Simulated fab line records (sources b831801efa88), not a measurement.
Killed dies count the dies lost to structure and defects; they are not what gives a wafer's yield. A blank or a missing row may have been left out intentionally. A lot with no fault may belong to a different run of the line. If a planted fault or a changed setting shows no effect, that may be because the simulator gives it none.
Which of the tools did it? / flow gf180mcu / 14 lots, 42 wafers sampled, at 4 steps of a route of 602

WHAT THE GAUGES SHOWED, per wafer
GF_V5_CD_MEAS_14: the cd target is 260 nm. Usual: 259.9 nm for cd-nm, sd 1.6.
lot=L890; measured=day 27 06:42; on=cd-sem-02; cd-nm (nm)=259.8 259.5 258.4; flag=
lot=L891; measured=day 27 12:15; on=cd-sem-02; cd-nm (nm)=260.0 260.5 259.8; flag=
lot=L892; measured=day 27 19:39; on=cd-sem-02; cd-nm (nm)=264.4 262.6 262.0; flag=
lot=L894; measured=day 28 14:31; on=cd-sem-01; cd-nm (nm)=259.0 258.2 258.1; flag=
lot=L893; measured=day 28 16:17; on=cd-sem-02; cd-nm (nm)=260.7 260.8 260.5; flag=
lot=L895; measured=day 29 01:20; on=cd-sem-01; cd-nm (nm)=260.5 261.3 262.6; flag=
lot=L898; measured=day 29 18:02; on=cd-sem-01; cd-nm (nm)=261.9 262.3 262.4; flag=
lot=L899; measured=day 30 03:37; on=cd-sem-02; cd-nm (nm)=257.3 257.7 256.3; flag=
lot=L900; measured=day 30 12:29; on=cd-sem-02; cd-nm (nm)=260.8 260.6 260.5; flag=
lot=L901; measured=day 30 19:42; on=cd-sem-02; cd-nm (nm)=259.2 260.0 259.4; flag=
lot=L904; measured=day 31 13:05; on=cd-sem-01; cd-nm (nm)=262.2 261.7 263.1; flag=
lot=L909; measured=day 32 18:53; on=cd-sem-01; cd-nm (nm)=260.0 260.3 261.2; flag=
lot=L910; measured=day 32 23:56; on=cd-sem-01; cd-nm (nm)=260.7 261.2 259.5; flag=
lot=L912; measured=day 33 08:43; on=cd-sem-02; cd-nm (nm)=260.0 259.5 259.5; flag=

GF_PASSIVATION_THK_MEAS_03. Usual: PASSIVATION_CVD_02_THK typically reads 701 nm, with standard deviation 11.
lot=L890; measured=day 28 05:48; on=film-metro-01; PASSIVATION_CVD_02_THK (nm)=698 706 706; flag=
lot=L891; measured=day 28 11:32; on=film-metro-01; PASSIVATION_CVD_02_THK (nm)=713 702 718; flag=
lot=L892; measured=day 28 17:58; on=film-metro-02; PASSIVATION_CVD_02_THK (nm)=688 681 708; flag=
lot=L894; measured=day 29 12:00; on=film-metro-04; PASSIVATION_CVD_02_THK (nm)=687 709 699; flag=
lot=L893; measured=day 29 14:32; on=film-metro-04; PASSIVATION_CVD_02_THK (nm)=689 705 715; flag=
lot=L895; measured=day 29 23:43; on=film-metro-02; PASSIVATION_CVD_02_THK (nm)=685 699 694; flag=
lot=L898; measured=day 30 15:40; on=film-metro-02; PASSIVATION_CVD_02_THK (nm)=691 706 711; flag=
lot=L899; measured=day 31 00:44; on=film-metro-01; PASSIVATION_CVD_02_THK (nm)=696 681 692; flag=
lot=L900; measured=day 31 09:52; on=film-metro-04; PASSIVATION_CVD_02_THK (nm)=687 702 697; flag=
lot=L901; measured=day 31 16:17; on=film-metro-01; PASSIVATION_CVD_02_THK (nm)=706 715 727; flag=
lot=L904; measured=day 32 09:14; on=film-metro-04; PASSIVATION_CVD_02_THK (nm)=708 693 707; flag=
lot=L909; measured=day 33 13:02; on=film-metro-04; PASSIVATION_CVD_02_THK (nm)=700 709 723; flag=
lot=L910; measured=day 33 18:30; on=film-metro-04; PASSIVATION_CVD_02_THK (nm)=702 692 713; flag=
lot=L912; measured=day 34 03:06; on=film-metro-02; PASSIVATION_CVD_02_THK (nm)=698 699 708; flag=

EACH LOT AND THE TOOL THAT RAN IT (in order: tool; ch and the chambers of the sampled wafers; start)
lot=L890; GF_M1_SPUTTER_02=pvd-sputter-04, day 16 05:44; GF_PASSIVATION_CVD_02=pecvd-03 ch 0,1, day 28 05:31
lot=L891; GF_M1_SPUTTER_02=pvd-sputter-04, day 16 14:55; GF_PASSIVATION_CVD_02=pecvd-04 ch 0,1,2, day 28 11:15
lot=L892; GF_M1_SPUTTER_02=pvd-sputter-03, day 16 21:31; GF_PASSIVATION_CVD_02=pecvd-01 ch 0,1, day 28 17:40
lot=L894; GF_M1_SPUTTER_02=pvd-sputter-04, day 17 20:11; GF_PASSIVATION_CVD_02=pecvd-03 ch 0,1,2, day 29 11:43
lot=L893; GF_M1_SPUTTER_02=pvd-sputter-02, day 17 21:14; GF_PASSIVATION_CVD_02=pecvd-04 ch 1,2, day 29 14:15
lot=L895; GF_M1_SPUTTER_02=pvd-sputter-02, day 18 09:01; GF_PASSIVATION_CVD_02=pecvd-03 ch 0,2, day 29 23:26
lot=L898; GF_M1_SPUTTER_02=pvd-sputter-02, day 19 03:38; GF_PASSIVATION_CVD_02=pecvd-01 ch 0,1, day 30 15:21
lot=L899; GF_M1_SPUTTER_02=pvd-sputter-04, day 19 17:46; GF_PASSIVATION_CVD_02=pecvd-03 ch 0,1, day 31 00:26
lot=L900; GF_M1_SPUTTER_02=pvd-sputter-04, day 20 03:00; GF_PASSIVATION_CVD_02=pecvd-03 ch 0,2, day 31 09:33
lot=L901; GF_M1_SPUTTER_02=pvd-sputter-02, day 20 13:55; GF_PASSIVATION_CVD_02=pecvd-04 ch 0,1, day 31 16:00
lot=L904; GF_M1_SPUTTER_02=pvd-sputter-04, day 21 11:22; GF_PASSIVATION_CVD_02=pecvd-03 ch 0,1, day 32 08:57
lot=L909; GF_M1_SPUTTER_02=pvd-sputter-02, day 23 06:24; GF_PASSIVATION_CVD_02=pecvd-04 ch 0,1,2, day 33 12:44
lot=L910; GF_M1_SPUTTER_02=pvd-sputter-02, day 23 10:32; GF_PASSIVATION_CVD_02=pecvd-04 ch 0,1,2, day 33 18:13
lot=L912; GF_M1_SPUTTER_02=pvd-sputter-02, day 24 00:49; GF_PASSIVATION_CVD_02=pecvd-01 ch 0,1,2, day 34 02:49
- GF_M1_SPUTTER_02: material AlCu, target thk 450 nm, time 23.9 s.
- GF_PASSIVATION_CVD_02: deposits Si3N4, target thk 700 nm, time 486.18 s.

WHAT THE TOOLS THEMSELVES READ (means of the sampled wafers that have a number; where no wafer has one, the mark that the record gives instead)
GF_M1_SPUTTER_02. Usual: 29.9 % for throttle-valve-pct, sd 1.4.
lot=L890; tool=pvd-sputter-04; throttle-valve-pct (%)=29.2; flag=
lot=L891; tool=pvd-sputter-04; throttle-valve-pct (%)=28.0; flag=
lot=L892; tool=pvd-sputter-03; throttle-valve-pct (%)=29.9; flag=
lot=L894; tool=pvd-sputter-04; throttle-valve-pct (%)=27.9; flag=
lot=L893; tool=pvd-sputter-02; throttle-valve-pct (%)=30.6; flag=
lot=L895; tool=pvd-sputter-02; throttle-valve-pct (%)=30.6; flag=
lot=L898; tool=pvd-sputter-02; throttle-valve-pct (%)=31.3; flag=
lot=L899; tool=pvd-sputter-04; throttle-valve-pct (%)=30.2; flag=
lot=L900; tool=pvd-sputter-04; throttle-valve-pct (%)=30.2; flag=
lot=L901; tool=pvd-sputter-02; throttle-valve-pct (%)=30.6; flag=
lot=L904; tool=pvd-sputter-04; throttle-valve-pct (%)=29.0; flag=
lot=L909; tool=pvd-sputter-02; throttle-valve-pct (%)=30.4; flag=
lot=L910; tool=pvd-sputter-02; throttle-valve-pct (%)=31.6; flag=
lot=L912; tool=pvd-sputter-02; throttle-valve-pct (%)=30.9; flag=

GF_PASSIVATION_CVD_02. Usual: heater-power-w 788 W, standard deviation 98; susceptor-temp-C 399.98 C, standard deviation 0.23.
lot=L890; tool=pecvd-03; heater-power-w (W)=701; susceptor-temp-C (C)=399.89; flag=
lot=L891; tool=pecvd-04; heater-power-w (W)=890; susceptor-temp-C (C)=400.06; flag=
lot=L892; tool=pecvd-01; heater-power-w (W)=844; susceptor-temp-C (C)=400.06; flag=
lot=L894; tool=pecvd-03; heater-power-w (W)=778; susceptor-temp-C (C)=399.94; flag=
lot=L893; tool=pecvd-04; heater-power-w (W)=850; susceptor-temp-C (C)=399.85; flag=
lot=L895; tool=pecvd-03; heater-power-w (W)=789; susceptor-temp-C (C)=399.87; flag=
lot=L898; tool=pecvd-01; heater-power-w (W)=790; susceptor-temp-C (C)=399.93; flag=
lot=L899; tool=pecvd-03; heater-power-w (W)=762; susceptor-temp-C (C)=399.89; flag=
lot=L900; tool=pecvd-03; heater-power-w (W)=710; susceptor-temp-C (C)=400.00; flag=
lot=L901; tool=pecvd-04; heater-power-w (W)=863; susceptor-temp-C (C)=399.92; flag=
lot=L904; tool=pecvd-03; heater-power-w (W)=762; susceptor-temp-C (C)=399.93; flag=
lot=L909; tool=pecvd-04; heater-power-w (W)=857; susceptor-temp-C (C)=400.09; flag=
lot=L910; tool=pecvd-04; heater-power-w (W)=859; susceptor-temp-C (C)=400.00; flag=
lot=L912; tool=pecvd-01; heater-power-w (W)=767; susceptor-temp-C (C)=400.37; flag=

THE ANSWER, worked out from the rows above alone
Rule: take the mean of a lot's wafers that have a number; if it is more than 3 standard deviations from the usual mean, the lot is off. Also off: a lot with no number at a reading for which 4 or more lots have one. Any other lot the step has rows for is counted as sound. The gauges are gone through in route order, then the tools' own readings, and for those a lot's mean is taken as printed above. The first step at which some lot is off is used, and at that step the reading that is off furthest; a lot without a number counts as furthest.
Nothing can be told from this: no lot is off at any reading shown.

WHAT THE SIMULATOR HAD PUT IN
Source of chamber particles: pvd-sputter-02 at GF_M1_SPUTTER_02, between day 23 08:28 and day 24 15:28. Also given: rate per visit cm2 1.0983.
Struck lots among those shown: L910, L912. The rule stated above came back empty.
